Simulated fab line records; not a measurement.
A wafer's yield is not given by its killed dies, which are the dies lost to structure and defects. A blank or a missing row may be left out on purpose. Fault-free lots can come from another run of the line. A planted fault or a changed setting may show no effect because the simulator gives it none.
One fault through the eyes of 2 desks    flow gf180mcu    numbers are kept per desk, each desk with only its own; the story behind them comes last

## METROLOGY DESK
What the gauges read, lot by lot, whatever tool the lot ran on: means of the sampled wafers that have a number. Any lot whose mean is over 4 standard deviations away from the usual mean is out of limits and marked OUT; that distance is given in the brackets.
Columns: A = VT_IMPLANT_01_OVL at GF_VT_IMPLANT_OVL_MEAS_18, usual 0.5 nm; B = VT_IMPLANT_2_TW at GF_VT_IMPLANT_TW_MEAS_21, usual 1205
lot   first seen here  A     B
L454  day 7 06:00      0.4   1207
L457  day 8 04:46      2.7   1202
L458  day 8 07:05      0.2   1204
L467  day 10 18:32     -0.5  1212
L468  day 11 00:40     1.6   1203
L471  day 11 19:29     -1.5  1197
This desk found nothing out of limits on any of the 6 lots.

## AT THE TOOL OWNER'S DESK: iline_stepper-02
The tool's own readings at GF_VT_IMPLANT_EXPOSE_26 (exposes mask LVPWELL HV AREA, target cd 860 nm): means of the sampled wafers that have a number, for each lot that ran on this tool. Any lot whose mean is over 4 standard deviations away from the usual mean is out of limits and marked OUT; that distance is given in the brackets.
Columns: A = exposure_dose_mJ_cm2 at GF_VT_IMPLANT_EXPOSE_26, usual 140.02; B = focus_offset_nm at GF_VT_IMPLANT_EXPOSE_26, usual 0.1 nm
lot   first seen here  A       B
L454  day 7 14:21      139.98  0.1
L467  day 11 04:23     139.99  0.1
L471  day 12 05:26     140.09  0.1
This desk found nothing out of limits on any of the 3 lots.

## BROUGHT TOGETHER
Nothing out of limits was seen by the metrology desk.
The desk of the tool owner found nothing out of limits.

## WHAT THE SIMULATOR HAD INSERTED
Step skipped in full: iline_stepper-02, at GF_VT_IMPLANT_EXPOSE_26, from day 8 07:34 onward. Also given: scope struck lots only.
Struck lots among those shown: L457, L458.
